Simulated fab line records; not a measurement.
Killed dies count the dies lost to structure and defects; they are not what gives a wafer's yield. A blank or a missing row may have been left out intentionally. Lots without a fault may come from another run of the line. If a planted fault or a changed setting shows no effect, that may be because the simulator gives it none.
Problem report, 8D (eight disciplines) form, completed by code -- flow sky130 -- the parts of the form that need people (team, actions taken, sign-off) are left out

1. WHAT IS WRONG
Wafers without a fault read 100.02 W, standard deviation 0.25; bias w at SKY_METAL4_ETCH_16 reads a mean of 78.34 W on 5 wafers belonging to 2 lots. Measured from the usual mean, that is -87 standard deviations.
The step: etches BARC in N2/H2, stops on SiO2, time 88.2 s, target depth 60 nm.
Earliest sighting: wafer L429.2 on rie metal-03 at day 42 17:37. At this step, 36 wafers from 12 lots have a number in the record. By rule, "out" or "out of limits" means more than 4 standard deviations away from the usual mean. The other wafers with a number count as sound.

2. WHAT IT IS AND WHAT IT IS NOT
question,is,is not
which readings at this step,bias w,"drypump motor current A, throttle valve pct"
which lots,"L429, L433","L427, L431, L439, L440, L441, L443, L445, L446, L448, L449"
which wafers of those lots,"L429.2, L429.5, L433.1, L433.3, L433.5",L429.3
read on which tools,rie metal-03,"rie metal-01, rie metal-04"
when,from day 42 17:37,"up to then (4 sound wafers); but 27 sound wafers of L431, L439, L440, L441, L443, L445, L446, L448, L449 came after"

3. WHAT RULES OUT EACH SUSPECT
Counting: a tool at a process step up to the reading stays a suspect if it ran every lot that is out. Sound lots after the first of them don't rule it out here, since some wafers of a struck lot are sound.
- cvd w-02 at SKY_VIA2_CVD_21 (deposits W, target thk 420 nm, time 126.4 s): kept. It processed each lot that is out (first: L429, day 37 08:43); up to then, its last sound lot is L427 (day 36 22:02).
- rie metal-03 at SKY_METAL4_ETCH_16 (etches BARC in N2/H2, stops on SiO2, time 88.2 s, target depth 60 nm): kept. It processed each lot that is out (first: L429, day 42 17:37); up to then, its last sound lot is L427 (day 42 04:22). On those wafers its own readings are out: bias w.
- Within rie metal-03 at SKY_METAL4_ETCH_16, the wafers that are out were processed in chamber 0 and their sound lot-mates in chamber 1.
Remaining after the count are cvd w-02 at SKY_VIA2_CVD_21 and rie metal-03 at SKY_METAL4_ETCH_16.

4. THE CAUSE (what the simulator had put in)
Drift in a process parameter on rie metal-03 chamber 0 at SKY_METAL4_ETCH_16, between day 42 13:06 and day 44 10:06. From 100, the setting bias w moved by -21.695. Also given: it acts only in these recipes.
Counting left 2 suspects, and this tool is among them.

5. THE EFFECT CHAIN, in route order
One row per reading whose mean, taken over the struck wafers that have a number, lies over 3 standard deviations from the usual. Scope: only readings with a usual standard deviation given in the record; hours: median across lots of the time from each lot's start at the first step in this table that gives one to its start at this step; sigmas: change in usual standard deviations.
hours,step,reading,usual,on struck wafers,change,sigmas
0,SKY_METAL4_ETCH_16,bias w,100.02 W,78.34,-21.68,-87
The process steps in it:
- SKY_METAL4_ETCH_16: etches BARC in N2/H2, stops on SiO2, time 88.2 s, target depth 60 nm.

6. HOW IT WOULD HAVE BEEN CAUGHT EARLIER
In this record the first reading out of limits was taken at day 42 17:37, 5 hours after the fault began at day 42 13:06.
